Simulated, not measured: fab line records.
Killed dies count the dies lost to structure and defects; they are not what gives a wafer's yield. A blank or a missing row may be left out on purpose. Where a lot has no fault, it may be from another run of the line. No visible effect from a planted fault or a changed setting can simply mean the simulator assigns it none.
Struck lot and sound lot, side by side    flow sky130    38 out of 708 route steps
Sound: these wafers, L585.2, L585.3, L585.4. Struck: wafers L576.2, L576.3, L576.6. The cause is named last.
Order at every step that has rows: each side's tool, ch and its chambers, its first start. Under that, the readings that differ: sound wafers    struck wafers    difference of the means    sigmas: that difference in standard deviations of wafers without a fault.
alike: readings whose means differ by less than 2 such deviations, and words and numbers that are the same on both sides. not compared: withheld readings, readings that some wafer has no value for, bounds like >300 that may hide the same value, and numbers for which the record gives no deviation and whose values overlap.
The two part at a step that has a row with sigmas, a row that says differs or no value, or rows on one side only. Numbers that have no deviation but don't overlap get no sigmas and don't part them. A reading missing from all wafers of one side parts the sides only when that side holds two or more wafers.

first, 10 steps without rows for these wafers: SKY_GATE_OXIDE_COAT_05 (resist thk 1140 nm); SKY_GATE_OXIDE_SOFTBAKE_06 (time 60 s); SKY_GATE_OXIDE_EXPOSE_07 (exposes mask LVOM, target cd 600 nm); SKY_GATE_OXIDE_PEB_08; SKY_GATE_OXIDE_DEVELOP_09 (develop time 60 s); SKY_GATE_OXIDE_IMPLANT_11; SKY_GATE_OXIDE_WET_ETCH_12 (etches SiO2 in dHF, target depth 16.8 nm, time 336 s); SKY_GATE_OXIDE_STRIP_13 (strips in O2/N2); SKY_GATE_OXIDE_CLEAN_15 (cleans in SC1/SC2, time 150 s); SKY_GATE_OXIDE_OXIDATION_16 (stabilise 600 s, purge 300 s, target thk 3.57 nm).
SKY_POLY_GATE_CVD_00: deposits poly-Si, target thk 180 nm, time 720 s.
  sound on lpcvd-01 ch 0, day 20 17:22; struck on lpcvd-01 ch 1, day 17 08:30
reading                                        sound              struck             difference  sigmas
spike-tc-bottom-C (C)                          640.7 641.0 639.7  634.8 634.6 632.6  -6.5        -6
spike-tc-centre-C (C)                          621.2 620.8 621.2  616.0 615.1 617.4  -4.9        -4
spike-tc-lower-C (C)                           621.6 620.2 619.9  616.9 617.3 613.4  -4.7        -4
spike-tc-upper-C (C)                           622.2 622.3 621.0  613.2 613.3 611.8  -9.1        -6
model.poly-Si_of_POLY_GATE_CVD_00.thk-nm (nm)  178.9 179.4 180    156.1 157.2 156.2  -22.9       
  alike: spike-tc-top-C
SKY_POLY_GATE_THK_MEAS_01:
  struck on film-metro-01, day 17 10:32; sound on film-metro-01, day 20 19:11
reading                    sound              struck             difference  sigmas
POLY_GATE_CVD_00_THK (nm)  178.7 179.4 180.0  156.0 157.2 156.3  -22.9       -14
  not compared: hold
then, 8 steps without rows for these wafers: SKY_RES_PROTECT_HMDS_01 (prime time 60 s); SKY_RES_PROTECT_COAT_02 (resist thk 1140 nm); SKY_RES_PROTECT_SOFTBAKE_03 (time 60 s); SKY_RES_PROTECT_EXPOSE_04 (exposes mask RPM, target cd 1270 nm); SKY_RES_PROTECT_PEB_05; SKY_RES_PROTECT_DEVELOP_06 (develop time 60 s); SKY_POLY_GATE_IMPLANT_02; SKY_RES_PROTECT_STRIP_07 (strips in O2/N2).
SKY_RES_PROTECT_CLEAN_09: cleans in SC1/SC2, time 150 s.
  sound on wet-bench-02 ch 1, day 22 01:34; struck on wet-bench-02 ch 3, day 18 15:37
reading                                        sound              struck             difference  sigmas
model.poly-Si_of_POLY_GATE_CVD_00.thk-nm (nm)  178.2 178.7 179.4  155.4 156.6 155.6  -22.9       
then, 11 steps without rows for these wafers: SKY_POLY_GATE_CVD_03 (deposits Si3N4 from DCS/NH3, target thk 75 nm, time 1290 s); SKY_POLY_GATE_DEHYDRATE_05 (time 60 s); SKY_POLY_GATE_HMDS_06 (prime time 60 s); SKY_POLY_GATE_COAT_07 (resist thk 110 nm); SKY_POLY_GATE_COAT_08 (resist thk 450 nm); SKY_POLY_GATE_SOFTBAKE_09 (time 90 s); SKY_POLY_GATE_EXPOSE_10 (exposes mask P1M, target cd 150 nm); SKY_POLY_GATE_PEB_11; SKY_POLY_GATE_DEVELOP_12 (develop time 60 s); SKY_POLY_GATE_ETCH_15 (etches BARC in N2/H2, stops on SiO2, time 118.5 s, target depth 110 nm); SKY_POLY_GATE_ETCH_16 (etches Si3N4 in CH3F/O2, stops on poly-Si, time 147.5 s, target depth 75 nm).
SKY_POLY_GATE_ETCH_17: etches poly-Si in HBr/Cl2, stops on SiO2, target depth 180 nm, time 70.5 s.
  sound on rie-si-02 ch 2,3, day 23 10:16; struck on rie-si-01 ch 1,2,3, day 20 01:01
reading                                sound              struck             difference  sigmas
oes-product-au (a.u.)                  0.978 0.982 0.982  0.894 0.901 0.896  -0.084      -12
model.etch.depth-nm (nm)               178.2 178.7 179.4  155.4 156.6 155.6  -22.9       
model.POLY_GATE.feature-depth-nm (nm)  178.2 178.7 179.4  155.4 156.6 155.6  -22.9       
  alike: drypump-motor-current-A, throttle-valve-pct
  not compared: rf-hours-counter-h
then, 2 steps without rows for these wafers: SKY_POLY_GATE_STRIP_18 (strips in O2/N2); SKY_POLY_GATE_CLEAN_19 (cleans in SC1/SC2, time 150 s).
-- the record jumps here: 22 days lie between the struck wafers' starts before and after (it left off in module POLY_GATE and takes up again in module METAL3, whose first step shown is number 565 of the route) --
SKY_METAL3_DESCUM_15: chemistry O2, time 8 s.
  sound on rie-metal-03 ch 0,1, day 44 04:38; struck on rie-metal-02 ch 0,1, day 41 20:56
reading                  sound              struck             difference  sigmas
model.METAL3.cd-nm (nm)  299.9 301.7 301.9  313.6 313.7 313.9  +12.6       
  alike: drypump-motor-current-A, oes-product-au
  not compared: rf-hours-counter-h
SKY_METAL3_METAL_ETCH_18: etches the open film in Cl2/BCl3, stops on SiO2, target depth 845 nm, time 183.1 s.
  sound on rie-metal-01 ch 0,1, day 44 04:47; struck on rie-metal-03 ch 0,1, day 41 21:05
reading                  sound              struck             difference  sigmas
model.METAL3.cd-nm (nm)  302.6 297.6 307.1  312.7 314.2 307.4  +9.0        
  alike: drypump-motor-current-A, oes-product-au, throttle-valve-pct
  not compared: rf-hours-counter-h
-- the record jumps here: 6 days lie between the struck wafers' starts before and after (it left off in module METAL3 and takes up again in module PAD_OPEN, whose first step shown is number 708 of the route) --
SKY_PAD_OPEN_PROBE_99:
  struck on prober-01, day 48 07:24; sound on prober-01, day 50 05:46
reading                              sound                 struck                difference  sigmas
model.etest.res-high-po.line-ohm-um  744.9 756.5 763.9     870.7 867 862.5       +111.6      
model.etest.res-poly.line-ohm-um     514.1 535 548.5       587.7 588.1 576.1     +51.4       
model.etest.res-high-po.rs-ohm-sq    258.7 261.6 263.2     304.3 301.4 304.3     +42.2       
model.etest.res-poly.rs-ohm-sq       48.59 48.69 48.97     55.93 55.96 56.26     +7.30       
model.etest.cap-li-to-poly.c-af-um2  97.08 97.46 97.55     89.64 90.29 93.21     -6.32       
model.etest.met3.width-nm (nm)       303.5 300.1 305.2     311.1 313 308.1       +7.8        
model.etest.met3.line-ohm-um         0.1404 0.1429 0.1382  0.1375 0.1371 0.1375  -0.0031     
  alike: killed_at_M0_to_M3, killed_at_M4_up, killed-at-contacts, killed-at-front-end, killed-at-other, killed-dies, killed-on-rim, killed-open, killed-short

## WHERE THEY PART
At SKY_POLY_GATE_CVD_00 first; at SKY_POLY_GATE_ETCH_17 last (within this record only). Later steps at which nothing parts them and some readings are alike: SKY_METAL3_DESCUM_15, SKY_METAL3_METAL_ETCH_18, SKY_PAD_OPEN_PROBE_99.

WHY: what had been put in by the simulator
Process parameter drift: lpcvd-01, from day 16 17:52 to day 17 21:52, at SKY_POLY_GATE_CVD_00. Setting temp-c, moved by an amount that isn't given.
